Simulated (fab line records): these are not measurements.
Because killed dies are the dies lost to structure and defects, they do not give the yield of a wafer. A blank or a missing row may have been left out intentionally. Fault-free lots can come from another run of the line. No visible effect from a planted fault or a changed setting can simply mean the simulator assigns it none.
One fault seen from 2 desks || flow sky130 || each desk holds nothing but its own numbers, with what lay behind them at the end

## THE METROLOGY DESK
What the gauges read, lot by lot, whatever tool the lot ran on: means of the sampled wafers that have a number. If a lot's mean is further than 4 standard deviations from the usual mean, the lot is out of limits and carries the mark OUT (the distance appears in the brackets).
Columns: A = CAP2M_CVD_00_THK at SKY_CAP2M_THK_MEAS_01, usual 15.41 nm
{"lot": "L357", "first seen here": "day 39 17:43", "A": 15.44}
{"lot": "L359", "first seen here": "day 41 02:04", "A": 15.58}
{"lot": "L362", "first seen here": "day 41 11:02", "A": 15.70}
{"lot": "L363", "first seen here": "day 41 17:25", "A": 15.24}
{"lot": "L364", "first seen here": "day 42 02:50", "A": 15.53}
{"lot": "L366", "first seen here": "day 42 22:35", "A": 15.15}
{"lot": "L370", "first seen here": "day 43 22:23", "A": 15.46}
{"lot": "L371", "first seen here": "day 44 10:01", "A": 15.64}
{"lot": "L373", "first seen here": "day 44 20:02", "A": 15.40}
{"lot": "L375", "first seen here": "day 45 09:03", "A": 15.38}
{"lot": "L379", "first seen here": "day 45 23:02", "A": 15.44}
{"lot": "L380", "first seen here": "day 46 14:43", "A": 15.35}
Result from this desk: across the 12 lots, nothing is out of limits.

## FOR THE TOOL OWNER'S DESK: rie_metal-01
The tool's own readings at SKY_METAL2_METAL_ETCH_19 (etches the open film in Cl2/BCl3, stops on SiO2, target depth 360 nm, time 78 s): means of the sampled wafers that have a number, for each lot that ran on this tool. If a lot's mean is further than 4 standard deviations from the usual mean, the lot is out of limits and carries the mark OUT (the distance appears in the brackets).
Columns: A = drypump_motor_current_A at SKY_METAL2_METAL_ETCH_19, usual 5.96 A; B = oes_product_au at SKY_METAL2_METAL_ETCH_19, usual 0.854 a.u.; C = throttle_valve_pct at SKY_METAL2_METAL_ETCH_19, usual 22.264 %
{"lot": "L364", "first seen here": "day 37 18:27", "A": 5.94, "B": 0.858, "C": 22.258}
{"lot": "L370", "first seen here": "day 39 17:27", "A": 5.96, "B": 0.855, "C": 22.263}
{"lot": "L371", "first seen here": "day 40 05:47", "A": 5.96, "B": 0.849, "C": 22.261}
{"lot": "L373", "first seen here": "day 40 16:51", "A": 5.95, "B": 0.852, "C": 22.265}
Result from this desk: across the 4 lots, nothing is out of limits.

## TAKEN TOGETHER
At the metrology desk, nothing out of limits was observed.
The tool owner's desk saw nothing out of limits.

## WHAT THE SIMULATOR PUT IN
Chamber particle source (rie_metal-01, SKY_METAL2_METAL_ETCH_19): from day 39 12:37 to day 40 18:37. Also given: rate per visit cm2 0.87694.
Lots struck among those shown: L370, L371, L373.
